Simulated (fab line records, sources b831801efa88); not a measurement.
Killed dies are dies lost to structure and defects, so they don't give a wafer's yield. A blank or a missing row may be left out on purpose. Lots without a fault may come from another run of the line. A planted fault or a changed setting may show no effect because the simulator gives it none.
Chamber matching | flow sky130 | SKY_VIA3_ETCH_15 on rie_diel-02: 4 sister chambers
The step etches SiO2 in C4F8/O2/Ar, stops on TiN, target depth 507 nm, time 78 s. 14 wafers are shown with their chamber, then 7 later ones without.

WAFERS WITH THEIR CHAMBER
wafer  | chamber | run_length_s (s) | oes_product_au (a.u.)
L204.2 | 1       | 105.4            | 0.943
L204.4 | 3       | 106.0            | 0.947
L204.6 | 0       | 105.8            | 0.945
L208.1 | 3       | 105.8            | 0.936
L208.5 | 2       | 105.6            | 0.941
L208.6 | 3       | 106.0            | 0.939
L215.1 | 2       | 105.6            | 0.949
L215.4 | 0       | 105.8            | 0.949
L215.5 | 3       | 105.8            | 0.944
L219.4 | 0       | 105.7            | 0.939
L219.5 | 3       | 105.8            | 0.941
L219.6 | 0       | 105.6            | 0.948
L222.2 | 1       | 105.4            | 0.950
L222.3 | 3       | 106.2            | 0.944

SIGNATURES (means of the wafers above)
reading        | chamber 0 | chamber 1 | chamber 2 | chamber 3 | scatter within a chamber
run_length_s   | 105.725   | 105.400   | 105.600   | 105.933   | 0.127
oes_product_au | 0.94525   | 0.94650   | 0.94500   | 0.94183   | 0.00443
Rule: a wafer's distance from a chamber is the root of the sum, over the readings, of the square of ((its reading less the chamber's mean) divided by the reading's scatter). The wafer belongs to the nearest chamber; if the next one is less than 2 further off, it can't be placed. The scatter: the root of (the sum of the squares of (reading less its chamber's mean) over the shown wafers, divided by (wafers less chambers)).

WAFERS WITHOUT THEIR CHAMBER
wafer  | run_length_s (s) | oes_product_au (a.u.)
L222.5 | 105.8            | 0.949
L225.3 | 106.0            | 0.949
L225.4 | 105.5            | 0.943
L225.5 | 106.2            | 0.950
L227.1 | 106.6            | 0.932
L227.3 | 106.2            | 0.949
L227.4 | 105.7            | 0.946

WHICH CHAMBER EACH WENT THROUGH
wafer  | from the rows above          | in truth
L222.5 | can't be placed: 0 or 2 or 3 | 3
L225.3 | can't be placed: 3 or 0 or 2 | 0
L225.4 | can't be placed: 2 or 1 or 0 | 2
L225.5 | can't be placed: 3 or 0      | 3
L227.1 | can't be placed: 3 or 0      | 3
L227.3 | can't be placed: 3 or 0      | 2
L227.4 | can't be placed: 0 or 2 or 3 | 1
Placed correctly: 0 of 7. Can't be placed from these rows: 7 (the true chamber is among the candidates in 5). Placed wrongly: 0.
